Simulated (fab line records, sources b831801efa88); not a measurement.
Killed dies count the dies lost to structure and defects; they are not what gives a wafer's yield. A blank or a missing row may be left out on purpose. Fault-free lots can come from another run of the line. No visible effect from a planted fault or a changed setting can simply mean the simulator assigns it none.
A struck lot beside a sound one	flow sky130	14 steps out of a route of 708
Sound: these wafers, L503.1, L503.2, L503.5. The struck wafers were L513.1, L513.4, L513.5. Last of all comes the cause.
For every step that has rows: the tool of each side, followed by ch and its chambers, followed by its first start. Under that, the readings that differ: sound wafers	struck wafers	difference of the means	sigmas: that difference in standard deviations of wafers without a fault.
alike: readings whose means differ by less than 2 such deviations, and words and numbers that are the same on both sides. not compared: withheld readings, readings that some wafer has no value for, bounds like >300 that may hide the same value, and numbers for which the record gives no deviation and whose values overlap.
Wherever a step has rows on one side only, a row that says differs or no value, or a row with sigmas, the two part there. Numbers that have no deviation but don't overlap get no sigmas and don't part them. A reading missing from all wafers of one side parts the sides only when that side holds two or more wafers.

SKY_METAL5_SPUTTER_01: material TiN, target thk 20 nm, time 16.7 s.
  struck on pvdSputter-03, day 46 16:23; sound on pvdSputter-01, day 44 14:30
  alike: chamberPressurePa, throttleValvePct
SKY_METAL5_SPUTTER_02: material AlCu, target thk 1150 nm, time 61.2 s.
  struck on pvdSputter-03, day 46 16:25; sound on pvdSputter-01, day 44 14:32
  alike: chamberPressurePa, throttleValvePct
SKY_METAL5_SPUTTER_03: material Ti, target thk 5 nm, time 3.3 s.
  struck on pvdSputter-03, day 46 16:28; sound on pvdSputter-01, day 44 14:35
  alike: chamberPressurePa, throttleValvePct
SKY_METAL5_SPUTTER_04: material TiN, target thk 70 nm, time 58.3 s.
  struck on pvdSputter-03, day 46 16:29; sound on pvdSputter-01, day 44 14:36
  alike: chamberPressurePa, throttleValvePct
SKY_METAL5_RS_MEAS_05: the measuring method here is four-point-probe.
  struck on filmMetro-03, day 46 16:31; sound on filmMetro-03, day 44 14:39
  alike: METAL5_ALCU_RS
SKY_METAL5_THK_MEAS_06: measures by xrf.
  struck on filmMetro-03, day 46 16:38; sound on filmMetro-03, day 44 14:46
  alike: METAL5_ALCU_THK
then, 6 steps without rows for these wafers: SKY_METAL5_DEHYDRATE_07 (time 60 s); SKY_METAL5_HMDS_08 (prime time 60 s); SKY_METAL5_COAT_09 (resist thk 1800 nm); SKY_METAL5_SOFTBAKE_10 (time 60 s); SKY_METAL5_EXPOSE_11 (exposes mask MM5, target cd 1600 nm); SKY_METAL5_PEB_12.
SKY_METAL5_DEVELOP_13: develop time 60 s.
  sound on lithoTrack-02 ch 0, day 45 11:08; struck on lithoTrack-04, day 47 13:10
  no value came back on the struck wafers for chillPlateTempC (C), developTimeS (s); on the sound wafers chillPlateTempC (C) reads 23.01 23.14 23.09
SKY_METAL5_DESCUM_14: chemistry O2, time 11 s.
  sound on rieMetal-04 ch 0,1, day 45 11:17; struck on rieMetal-03 ch 0,1, day 47 13:19
reading	sound	struck	difference	sigmas
drypumpMotorCurrentA (A)	5.9 5.0 5.0	5.6 6.5 6.5	+0.9	+2
  alike: heBacksideLeakSccm, oesProductAu
  not compared: rfHoursCounterH

== WHERE THEY PART ==
At SKY_METAL5_DEVELOP_13 first; at SKY_METAL5_DESCUM_14 last (within this record only).

WHY: whatever the simulator had introduced
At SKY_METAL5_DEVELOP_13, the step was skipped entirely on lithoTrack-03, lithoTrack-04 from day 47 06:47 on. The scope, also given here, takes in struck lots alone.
